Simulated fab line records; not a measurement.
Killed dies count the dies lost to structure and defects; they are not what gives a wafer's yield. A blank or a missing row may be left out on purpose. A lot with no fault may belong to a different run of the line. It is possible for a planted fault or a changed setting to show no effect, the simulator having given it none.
What tool caused it?	flow sky130	6 lots (18 wafers sampled), 1 step of a 708-step route

## WHAT THE GAUGES READ, wafer by wafer
SKY_VT_ADJUST_HVTP_TW_MEAS_11.
lot	measured	on	VT_ADJUST_HVTP_TW
L721	day 6 08:37	filmMetro-02	1328 1332 1334
L723	day 6 18:53	filmMetro-04	1365 1359 1353
L725	day 7 10:02	filmMetro-02	1334 1337 1335
L738	day 10 19:49	filmMetro-04	1356 1348 1353
L739	day 11 04:01	filmMetro-02	1322 1324 1320
L742	day 11 22:25	filmMetro-02	1321 1327 1320

## WHICH TOOL RAN EACH LOT (tool, then ch and the chambers of the sampled wafers, then the start)
There is no process step in the record ahead of these readings.

## THE ANSWER, worked out from the rows above alone
Rule: the lots themselves supply what counts as usual. Put in order of their means at a reading, lots are off if they are a third of the lots or fewer, leave a main group of 4 or more, and stand apart from it by a gap of 3 or more times the standard deviation of the main group's means; of several such gaps the widest counts. A main group whose means are all the same, to the digits that the tables above print for the reading, isn't used. A lot without any number at a reading at which 4 lots or more have one is off too. Where the step has rows for the other lots, those lots are counted as sound.
No lot is off at any reading shown: from this, nothing can be told.

## WHAT WAS PUT IN BY THE SIMULATOR
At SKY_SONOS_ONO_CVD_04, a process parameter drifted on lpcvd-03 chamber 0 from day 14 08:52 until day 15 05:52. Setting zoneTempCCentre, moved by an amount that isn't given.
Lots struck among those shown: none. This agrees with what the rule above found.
